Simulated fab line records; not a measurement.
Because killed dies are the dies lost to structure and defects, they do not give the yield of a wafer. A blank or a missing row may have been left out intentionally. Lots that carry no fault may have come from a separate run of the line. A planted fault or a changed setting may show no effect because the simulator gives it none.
Which tool was responsible? || flow gf180mcu || 36 wafers from 12 lots sampled at 2 of the route's 602 steps

## WHAT THE GAUGES READ, wafer by wafer
GF_V3_THK_MEAS_01.
{"lot": "L075", "measured": "day 21 17:10", "on": "film-metro-04", "V3_CVD_00_THK (nm)": "594 601 606"}
{"lot": "L077", "measured": "day 22 07:40", "on": "film-metro-04", "V3_CVD_00_THK (nm)": "603 599 599"}
{"lot": "L079", "measured": "day 23 07:34", "on": "film-metro-03", "V3_CVD_00_THK (nm)": "608 606 609"}
{"lot": "L081", "measured": "day 23 20:49", "on": "film-metro-04", "V3_CVD_00_THK (nm)": "606 609 603"}
{"lot": "L083", "measured": "day 24 16:56", "on": "film-metro-03", "V3_CVD_00_THK (nm)": "599 591 597"}
{"lot": "L085", "measured": "day 25 12:01", "on": "film-metro-04", "V3_CVD_00_THK (nm)": "584 580 587"}
{"lot": "L087", "measured": "day 26 02:19", "on": "film-metro-02", "V3_CVD_00_THK (nm)": "601 595 598"}
{"lot": "L089", "measured": "day 26 17:40", "on": "film-metro-03", "V3_CVD_00_THK (nm)": "606 605 597"}
{"lot": "L091", "measured": "day 27 03:07", "on": "film-metro-02", "V3_CVD_00_THK (nm)": "600 602 604"}
{"lot": "L093", "measured": "day 27 18:07", "on": "film-metro-02", "V3_CVD_00_THK (nm)": "601 606 597"}
{"lot": "L095", "measured": "day 28 05:36", "on": "film-metro-04", "V3_CVD_00_THK (nm)": "593 585 592"}
{"lot": "L097", "measured": "day 28 17:48", "on": "film-metro-04", "V3_CVD_00_THK (nm)": "597 604 591"}

## WHICH TOOL RAN EACH LOT (tool, then ch and the chambers of the sampled wafers, then the start)
{"lot": "L075", "GF_V2_CMP_26": "cmp-02 ch 2,3, day 20 16:46"}
{"lot": "L077", "GF_V2_CMP_26": "cmp-02 ch 0,2,3, day 21 06:43"}
{"lot": "L079", "GF_V2_CMP_26": "cmp-01 ch 2,3, day 22 06:47"}
{"lot": "L081", "GF_V2_CMP_26": "cmp-01 ch 0,1,3, day 22 20:45"}
{"lot": "L083", "GF_V2_CMP_26": "cmp-01 ch 0,1,2, day 23 17:38"}
{"lot": "L085", "GF_V2_CMP_26": "cmp-02 ch 0,1,2, day 24 12:28"}
{"lot": "L087", "GF_V2_CMP_26": "cmp-02 ch 0,1,3, day 25 03:24"}
{"lot": "L089", "GF_V2_CMP_26": "cmp-01 ch 1,2,3, day 25 20:14"}
{"lot": "L091", "GF_V2_CMP_26": "cmp-02 ch 0,1,3, day 26 05:25"}
{"lot": "L093", "GF_V2_CMP_26": "cmp-01 ch 2,3, day 26 20:46"}
{"lot": "L095", "GF_V2_CMP_26": "cmp-01 ch 0,1,2, day 27 08:47"}
{"lot": "L097", "GF_V2_CMP_26": "cmp-01 ch 0,1,3, day 27 21:11"}
- GF_V2_CMP_26: polishes, stops on SiO2, t overpolish 15 s, target thk 0 nm.

## THE ANSWER, worked out from the rows above alone
Rule: what is usual is taken from the lots themselves. Put in order of their means at a reading, lots are off if they are a third of the lots or fewer, leave a main group of 4 or more, and stand apart from it by a gap of 3 or more times the standard deviation of the main group's means; of several such gaps the widest counts. A main group is skipped when, at the precision printed for the reading in the tables above, its means are all equal. Also off: a lot with no number at a reading for which 4 or more lots have one. All remaining lots with rows at the step are treated as sound.
Nothing can be told from this: no lot is off at any reading shown.

## WHAT WAS PUT IN BY THE SIMULATOR
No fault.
